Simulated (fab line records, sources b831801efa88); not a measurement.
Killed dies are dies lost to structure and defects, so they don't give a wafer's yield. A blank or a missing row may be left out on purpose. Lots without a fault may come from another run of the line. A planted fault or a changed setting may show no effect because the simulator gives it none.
Which tool did it? | flow gf180mcu | 13 lots, 39 wafers sampled, at 5 steps of a route of 602

WHAT THE GAUGES READ, wafer by wafer
GF_V1_CD_MEAS_14: target cd 260 nm. Usual: cd_nm 260.1 nm, standard deviation 1.2.
lot  | measured     | on        | cd_nm (nm)        | flag
L859 | day 18 03:37 | cd_sem-02 | 260.2 259.2 260.6 |
L860 | day 18 10:13 | cd_sem-01 | 259.2 257.9 258.1 |
L861 | day 18 17:40 | cd_sem-01 | 263.1 262.1 262.9 |
L863 | day 19 16:43 | cd_sem-01 | 259.1 259.4 257.4 |
L866 | day 20 16:25 | cd_sem-01 | 258.4 259.8 259.2 |
L867 | day 21 00:38 | cd_sem-01 | 259.0 258.6 258.8 |
L871 | day 22 11:08 | cd_sem-01 | 260.8 260.6 261.2 |
L872 | day 23 00:16 | cd_sem-01 | 260.2 260.9 260.8 |
L873 | day 23 06:38 | cd_sem-02 | 258.3 260.4 259.7 |
L875 | day 23 23:09 | cd_sem-02 | 259.8 260.0 261.1 |

GF_V5_THK_MEAS_03. Usual: V5_CVD_02_THK 1459 nm, standard deviation 22.
lot  | measured     | on            | V5_CVD_02_THK (nm) | flag
L859 | day 26 07:12 | film_metro-02 | 1426 1452 1474     |
L860 | day 26 13:38 | film_metro-03 | 1453 1418 1463     |
L861 | day 26 19:16 | film_metro-02 | 1424 1450 1458     |
L863 | day 27 15:09 | film_metro-03 | 1447 1461 1473     |
L866 | day 28 10:04 | film_metro-04 | 1477 1460 1484     |
L867 | day 28 15:46 | film_metro-04 | 1463 1440 1477     |
L871 | day 29 22:45 | film_metro-03 | 1481 1502 1446     |
L872 | day 30 07:13 | film_metro-04 | 1435 1491 1466     |
L873 | day 30 13:39 | film_metro-02 | 1429 1460 1491     |
L875 | day 31 02:22 | film_metro-02 | 1444 1508 1462     |

WHICH TOOL RAN EACH LOT (tool, then ch and the chambers of the sampled wafers, then the start)
lot  | GF_POLY_GATE_ETCH_13             | GF_POLY_GATE_STRIP_14                | GF_SALICIDE_RTA_06
L859 | rie_si-02 ch 1,2,3, day 9 06:38  | plasma_asher-03 ch 0,1, day 9 06:42  | rtp_anneal-02 ch 0, day 15 04:49
L860 | rie_si-02 ch 2,3, day 9 13:32    | plasma_asher-02 ch 0,1, day 9 13:35  | rtp_anneal-01 ch 0, day 15 10:58
L861 | rie_si-02 ch 0,3, day 9 17:59    | plasma_asher-01 ch 0,1, day 9 18:02  | rtp_anneal-02 ch 0, day 15 17:58
L863 | rie_si-02 ch 0,1,2, day 10 11:29 | plasma_asher-02 ch 0,1, day 10 11:32 | rtp_anneal-02 ch 0, day 16 14:31
L866 | rie_si-01 ch 0,1,3, day 11 05:20 | plasma_asher-02 ch 0,1, day 11 05:23 | rtp_anneal-02 ch 0, day 17 13:40
L867 | rie_si-01 ch 1,2,3, day 11 09:29 | plasma_asher-02 ch 0,1, day 11 09:32 | rtp_anneal-01 ch 0, day 17 19:28
L871 | rie_si-01 ch 0,3, day 12 14:38   | plasma_asher-03 ch 0,1, day 12 14:42 | rtp_anneal-02 ch 0, day 19 07:34
L872 | rie_si-02 ch 0,1,2, day 13 01:26 | plasma_asher-01 ch 0,1, day 13 01:31 | rtp_anneal-01 ch 0, day 19 21:41
L873 | rie_si-02 ch 0,2, day 13 07:10   | plasma_asher-03 ch 0,1, day 13 07:13 | rtp_anneal-02 ch 0, day 20 03:21
L875 | rie_si-01 ch 1,3, day 14 01:41   | plasma_asher-02 ch 0,1, day 14 01:44 | rtp_anneal-01 ch 0, day 20 22:05
L876 | rie_si-01 ch 0,1,3, day 14 05:23 | plasma_asher-02 ch 0,1, day 14 05:26 | -
L877 | rie_si-01 ch 0,1,3, day 14 10:41 | plasma_asher-03 ch 0,1, day 14 10:44 | -
L879 | rie_si-01 ch 1,3, day 15 10:08   | plasma_asher-03 ch 0,1, day 15 10:11 | -
- GF_POLY_GATE_ETCH_13: etches poly-Si in HBr/Cl2, stops on SiO2, target depth 198.5 nm, time 69.6 s.
- GF_POLY_GATE_STRIP_14: strips in O2/N2.
- GF_SALICIDE_RTA_06: time 30 s.

WHAT THE TOOLS THEMSELVES READ (means of the sampled wafers that have a number; where no wafer has one, the mark that the record gives instead)
GF_POLY_GATE_ETCH_13. Usual: drypump_motor_current_A 5.9 A, standard deviation 0.46; oes_product_au 0.995 a.u., standard deviation 0.0099; run_length_s 97.7 s, standard deviation 0.37; throttle_valve_pct 33.685 %, standard deviation 0.0098.
lot  | tool      | drypump_motor_current_A (A) | oes_product_au (a.u.) | run_length_s (s) | throttle_valve_pct (%) | flag
L859 | rie_si-02 | 5.7                         | 0.994                 | 97.8             | 33.689                 |
L860 | rie_si-02 | 5.6                         | 1.002                 | 97.7             | 33.687                 |
L861 | rie_si-02 | 5.8                         | 1.002                 | 98.2             | 33.672                 |
L863 | rie_si-02 | 5.9                         | 1.003                 | 97.7             | 33.680                 |
L866 | rie_si-01 | 6.4                         | 0.985                 | 98.1             | 33.692                 |
L867 | rie_si-01 | 6.0                         | 0.996                 | 97.8             | 33.691                 |
L871 | rie_si-01 | 6.3                         | 0.984                 | 97.8             | 33.686                 |
L872 | rie_si-02 | 5.9                         | 0.994                 | 97.9             | 33.690                 |
L873 | rie_si-02 | 5.9                         | 1.002                 | 97.8             | 33.684                 |
L875 | rie_si-01 | 6.4                         | 0.986                 | 97.9             | 33.692                 |
L876 | rie_si-01 | 6.3                         | 1.007                 | 62.3             | 33.677                 | OFF
L877 | rie_si-01 | 6.3                         | 1.003                 | 62.1             | 33.685                 | OFF
L879 | rie_si-01 | 6.4                         | 1.008                 | 62.1             | 33.680                 | OFF

GF_POLY_GATE_STRIP_14. Usual: drypump_motor_current_A 5.61 A, standard deviation 0.28; heater_power_w 324 W, standard deviation 23; oes_product_au 0.505 a.u., standard deviation 0.0044; platen_temp_c 250.00 C, standard deviation 0.21.
lot  | tool            | drypump_motor_current_A (A) | heater_power_w (W) | oes_product_au (a.u.) | platen_temp_c (C) | flag
L859 | plasma_asher-03 | 5.43                        | 338                | 0.506                 | 250.19            |
L860 | plasma_asher-02 | 5.58                        | 311                | 0.504                 | 249.99            |
L861 | plasma_asher-01 | 5.77                        | 337                | 0.503                 | 250.16            |
L863 | plasma_asher-02 | 5.61                        | 315                | 0.503                 | 249.86            |
L866 | plasma_asher-02 | 5.60                        | 311                | 0.504                 | 249.79            |
L867 | plasma_asher-02 | 5.58                        | 312                | 0.509                 | 249.74            |
L871 | plasma_asher-03 | 5.71                        | 312                | 0.509                 | 250.06            |
L872 | plasma_asher-01 | 5.67                        | 352                | 0.505                 | 250.09            |
L873 | plasma_asher-03 | 5.71                        | 317                | 0.500                 | 250.06            |
L875 | plasma_asher-02 | 5.59                        | 317                | 0.501                 | 249.96            |
L876 | plasma_asher-02 | 5.62                        | 309                | 0.524                 | 250.18            | OFF
L877 | plasma_asher-03 | 5.44                        | 339                | 0.526                 | 250.13            | OFF
L879 | plasma_asher-03 | 5.71                        | 316                | 0.523                 | 249.98            | OFF

GF_SALICIDE_RTA_06. Usual: lamp_power_pct 5.1 %, standard deviation 0.76; wafer_temp_C_max 532.3, standard deviation 0.47.
lot  | tool          | lamp_power_pct (%) | wafer_temp_C_max | flag
L859 | rtp_anneal-02 | 4.6                | 532.2            |
L860 | rtp_anneal-01 | 6.2                | 532.6            |
L861 | rtp_anneal-02 | 4.6                | 532.9            |
L863 | rtp_anneal-02 | 4.6                | 532.0            |
L866 | rtp_anneal-02 | 4.6                | 532.4            |
L867 | rtp_anneal-01 | 6.2                | 532.5            |
L871 | rtp_anneal-02 | 4.6                | 532.4            |
L872 | rtp_anneal-01 | 6.2                | 532.7            |
L873 | rtp_anneal-02 | 4.6                | 532.3            |
L875 | rtp_anneal-01 | 6.2                | 532.4            |

THE ANSWER, worked out from the rows above alone
Rule: a lot is off if the mean of its wafers that have a number lies more than 3 standard deviations from the usual mean. A lot without any number at a reading at which 4 lots or more have one is off too. The other lots that the step has rows for count as sound. The gauges are gone through in route order, then the tools' own readings, and for those a lot's mean is taken as printed above. The first step at which some lot is off is used, and at that step the reading that is off furthest; a lot without a number counts as furthest.
Off: L876, L877, L879, at GF_POLY_GATE_ETCH_13 (run_length_s).
A tool fits if, at that step or a process step before it, it ran every lot that is off, and no sound lot after the first of them. One fits: rie_si-01 at GF_POLY_GATE_ETCH_13. Its last sound lot is L875 (day 14 01:41), its first lot that is off L876 (day 14 05:23): a fault that began between those two fits.
The tool's own readings at GF_POLY_GATE_ETCH_13 bear it out: on the lots that are off they differ by more than 5 times the standard deviation of the sound lots' means. run_length_s reads 62.2 s there against 97.9 s on the sound lots.

WHAT THE SIMULATOR HAD PUT IN
Process parameter drift: rie_si-01, from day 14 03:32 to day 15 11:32, at GF_POLY_GATE_ETCH_13. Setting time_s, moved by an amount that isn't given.
Lots struck among those shown: L876, L877, L879. The rule above found the same.
